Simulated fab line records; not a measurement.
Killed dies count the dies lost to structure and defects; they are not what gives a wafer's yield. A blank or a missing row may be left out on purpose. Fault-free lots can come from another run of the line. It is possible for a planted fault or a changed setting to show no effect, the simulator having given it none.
Comparing a struck lot with a sound one || flow sky130 || 43 steps out of a route of 708
Sound: these wafers, L213.2, L213.3, L213.6. Struck: wafer L223.4 (left out: L223.1, L223.5 of the same lot, which were not struck); the cause appears at the end.
Each step with rows lists, per side, the tool, then ch with its chambers, then its first start. Under that, the readings that differ: sound wafers || struck wafers || difference of the means || sigmas: that difference in standard deviations of wafers without a fault.
alike: readings with means less than 2 such deviations apart, plus words and numbers identical on both sides. not compared: withheld readings, readings lacking a value on some wafer, bounds such as >300 that could conceal the same value, and numbers that have no deviation in the record and whose values overlap.
Wherever a step has rows on one side only, a row that says differs or no value, or a row with sigmas, the two part there. Numbers that don't overlap but have no deviation are shown without sigmas and don't part them. A reading missing from all wafers of one side parts the sides only when that side holds two or more wafers.

SKY_CONTACT_BOW_MEAS_05:
  sound on film metro-04 at day 32 00:49; struck on film metro-02 at day 35 09:45
  alike: CONTACT_BOW
then, 8 steps without rows for these wafers: SKY_CONTACT_DEHYDRATE_06 (time 60 s); SKY_CONTACT_HMDS_07 (prime time 60 s); SKY_CONTACT_COAT_08 (resist thk 60 nm); SKY_CONTACT_COAT_09 (resist thk 450 nm); SKY_CONTACT_SOFTBAKE_10 (time 90 s); SKY_CONTACT_EXPOSE_11 (exposes mask CTM1, target cd 170 nm); SKY_CONTACT_PEB_12; SKY_CONTACT_DEVELOP_13 (develop time 60 s).
SKY_CONTACT_CD_MEAS_14: target cd 170 nm.
  sound on cd sem-02 at day 33 04:05; struck on cd sem-02 at day 36 11:56
  alike: cd nm
SKY_CONTACT_OVL_MEAS_15:
  sound on overlay-01 at day 33 04:12; struck on overlay-02 at day 36 12:04
{"reading": "CONTACT_OVL (nm)", "sound": "-2 -2 -3", "struck": 12, "difference": "+14", "sigmas": "+3"}
SKY_CONTACT_ETCH_16: etches BARC in N2/H2, stops on SiO2, time 45.9 s, target depth 60 nm.
  sound on rie diel-01 ch 0,1,2, day 33 04:14; struck on rie diel-01 ch 1, day 36 12:06
  alike: bias w, drypump motor current A, oes product au, throttle valve pct
  not compared: rf hours counter h
SKY_CONTACT_ETCH_17: etches SiO2 in C4F8/O2/Ar, stops on Si3N4, target depth 340 nm.
  sound on rie diel-01 ch 0,1,2, day 33 04:16; struck on rie diel-01 ch 1, day 36 12:08
  alike: bias w, oes product au
then, 6 steps without rows for these wafers: SKY_CONTACT_ETCH_18 (etches Si3N4 in CHF3/O2, stops on TiN, time 39 s, target depth 75 nm); SKY_CONTACT_STRIP_19 (strips in O2/N2); SKY_CONTACT_STRIP_20 (strips in post etch residue remover, time 1200 s); SKY_CONTACT_CLEAN_21 (cleans in IPA, time 180 s); SKY_CONTACT_CLEAN_22 (cleans in O3/DIW); SKY_CONTACT_SPUTTER_23 (material TiN, target thk 20 nm, time 80 s).
SKY_CONTACT_CVD_24: deposits W, target thk 340 nm, time 102.12 s.
  sound on cvd w-01 ch 0,1, day 33 05:01; struck on cvd w-01 ch 0, day 36 12:53
  alike: heater power outer w, heater power w
SKY_CONTACT_RS_MEAS_25: uses a four-point probe to measure.
  sound on film metro-01 at day 33 05:08; struck on film metro-04 at day 36 12:59
  alike: CONTACT_W_RS
SKY_CONTACT_THK_MEAS_26: measures by xrf.
  sound on film metro-01 at day 33 05:15; struck on film metro-04 at day 36 13:07
  alike: CONTACT_W_THK
then, 2 steps without rows for these wafers: SKY_CONTACT_CMP_27 (polishes, stops on SiO2, t overpolish 15 s, target thk 0 nm); SKY_METAL1_SPUTTER_00 (material Ti, target thk 15 nm, time 10 s).
SKY_METAL1_SPUTTER_01: material TiN, target thk 20 nm, time 16.7 s.
  sound on pvd sputter-04 at day 33 05:37; struck on pvd sputter-01 at day 36 13:34
  alike: throttle valve pct
then, 2 steps without rows for these wafers: SKY_METAL1_SPUTTER_02 (material AlCu, target thk 250 nm, time 13.3 s); SKY_METAL1_SPUTTER_03 (material Ti, target thk 5 nm, time 3.3 s).
SKY_METAL1_SPUTTER_04: material TiN, target thk 70 nm, time 58.3 s.
  sound on pvd sputter-04 at day 33 05:41; struck on pvd sputter-01 at day 36 13:37
{"reading": "throttle valve pct (%)", "sound": "30.9 31.6 31.5", "struck": 29.4, "difference": -1.9, "sigmas": -2}
SKY_METAL1_RS_MEAS_05: uses a four-point probe to measure.
  sound on film metro-01 at day 33 05:46; struck on film metro-02 at day 36 13:40
  alike: METAL1_ALCU_RS
SKY_METAL1_THK_MEAS_06: measures by xrf.
  sound on film metro-01 at day 33 05:52; struck on film metro-02 at day 36 13:47
  alike: METAL1_ALCU_THK
then, 8 steps without rows for these wafers: SKY_METAL1_DEHYDRATE_07 (time 60 s); SKY_METAL1_HMDS_08 (prime time 60 s); SKY_METAL1_COAT_09 (resist thk 60 nm); SKY_METAL1_COAT_10 (resist thk 450 nm); SKY_METAL1_SOFTBAKE_11 (time 93.86 s); SKY_METAL1_EXPOSE_12 (exposes mask MM1, target cd 140 nm); SKY_METAL1_PEB_13; SKY_METAL1_DEVELOP_14 (develop time 60 s).
SKY_METAL1_CD_MEAS_15: target cd 140 nm.
  sound on cd sem-02 at day 34 08:45; struck on cd sem-01 at day 37 16:05
  alike: cd nm
SKY_METAL1_OVL_MEAS_16:
  sound on overlay-02 at day 34 08:51; struck on overlay-02 at day 37 16:12
{"reading": "METAL1_OVL (nm)", "sound": "-11 -11 -1", "struck": 5, "difference": "+13", "sigmas": "+2"}
then, 1 step without rows for these wafers: SKY_METAL1_DESCUM_17 (chemistry O2, time 8 s).
SKY_METAL1_ETCH_18: etches BARC in N2/H2, stops on SiO2, time 45.9 s, target depth 60 nm.
  sound on rie metal-01 ch 0,1, day 34 08:55; struck on rie metal-04 ch 1, day 37 16:16
  alike: bias w, drypump motor current A, oes product au, throttle valve pct
  not compared: rf hours counter h
-- the record jumps here: 12 days lie between the struck wafers' starts before and after (it left off in module METAL1 and takes up again in module PAD_OPEN, whose first step shown is number 708 of the route) --
SKY_PAD_OPEN_PROBE_99:
  sound on prober-01 at day 47 04:42; struck on prober-01 at day 49 13:38
{"reading": "hold", "sound": "- - -", "struck": "await dispo/4.2h/release", "difference": "no value on the sound wafers", "sigmas": ""}
{"reading": "killed at contacts", "sound": "22 23 18", "struck": 74, "difference": "+53", "sigmas": "+10"}
{"reading": "killed dies", "sound": "77 79 77", "struck": 135, "difference": "+57", "sigmas": "+7"}
  alike: killed_at_M0_to_M3, killed_at_M4_up, killed at front end, killed at other, killed open, killed short

== WHERE THEY PART ==
Last at SKY_PAD_OPEN_PROBE_99 as far as this record goes, first at SKY_CONTACT_OVL_MEAS_15.

WHY: what the simulator had put in
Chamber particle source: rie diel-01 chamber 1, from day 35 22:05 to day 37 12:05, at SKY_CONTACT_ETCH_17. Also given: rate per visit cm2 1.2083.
